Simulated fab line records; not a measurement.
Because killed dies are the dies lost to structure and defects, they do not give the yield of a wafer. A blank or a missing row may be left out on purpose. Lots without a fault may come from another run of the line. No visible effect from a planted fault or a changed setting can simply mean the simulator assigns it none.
The tool behind it: which one? / flow gf180mcu / 18 wafers from 6 lots sampled at 2 of the route's 602 steps

## WHAT EACH GAUGE READ, for each wafer
GF_PSD_RS_MEAS_14: a four-point-probe measurement.
lot=L345; measured=day 15 08:19; on=filmMetro-04; NSD_RS (ohm/sq)=46.10 46.17 46.06
lot=L351; measured=day 17 07:05; on=filmMetro-02; NSD_RS (ohm/sq)=44.73 44.82 44.79 44.74 44.65 44.74
lot=L353; measured=day 18 13:17; on=filmMetro-03; NSD_RS (ohm/sq)=46.29 46.12 46.09
lot=L359; measured=day 20 12:08; on=filmMetro-03; NSD_RS (ohm/sq)=46.16 46.07 46.02
lot=L362; measured=day 21 09:35; on=filmMetro-02; NSD_RS (ohm/sq)=46.12 46.15 46.20
lot=L364; measured=day 22 04:26; on=filmMetro-04; NSD_RS (ohm/sq)=46.07 46.03 46.08

## TOOL THAT RAN EACH LOT (tool first, then ch and the chambers of the sampled wafers, then the start)
lot=L345; GF_PSD_RTA_13=rtpAnneal-02 ch 0, day 15 08:13
lot=L351; GF_PSD_RTA_13=rtpAnneal-02 ch 0, day 17 07:00
lot=L353; GF_PSD_RTA_13=rtpAnneal-01 ch 0, day 18 13:12
lot=L359; GF_PSD_RTA_13=rtpAnneal-01 ch 0, day 20 12:04
lot=L362; GF_PSD_RTA_13=rtpAnneal-02 ch 0, day 21 09:29
lot=L364; GF_PSD_RTA_13=rtpAnneal-01 ch 0, day 22 04:16
- GF_PSD_RTA_13: time 20 s.

## THE ANSWER, worked out from the rows above alone
Rule: the lots themselves supply what counts as usual. Put in order of their means at a reading, lots are off if they are a third of the lots or fewer, leave a main group of 4 or more, and stand apart from it by a gap of 3 or more times the standard deviation of the main group's means; of several such gaps the widest counts. A main group is skipped when, at the precision printed for the reading in the tables above, its means are all equal. Also off: a lot with no number at a reading for which 4 or more lots have one. Any other lot the step has rows for is counted as sound.
Off: L351, at GF_PSD_RS_MEAS_14 (NSD_RS). Main group: mean 46.12 ohm/sq, sd 0.041.
A tool fits if, at a process step before that reading, it ran every lot that is off, and no sound lot after the first of them. The gauges at GF_PSD_RS_MEAS_14 are tried like those tools. Of those tried, none fits.

## WHAT HAD BEEN PUT IN BY THE SIMULATOR
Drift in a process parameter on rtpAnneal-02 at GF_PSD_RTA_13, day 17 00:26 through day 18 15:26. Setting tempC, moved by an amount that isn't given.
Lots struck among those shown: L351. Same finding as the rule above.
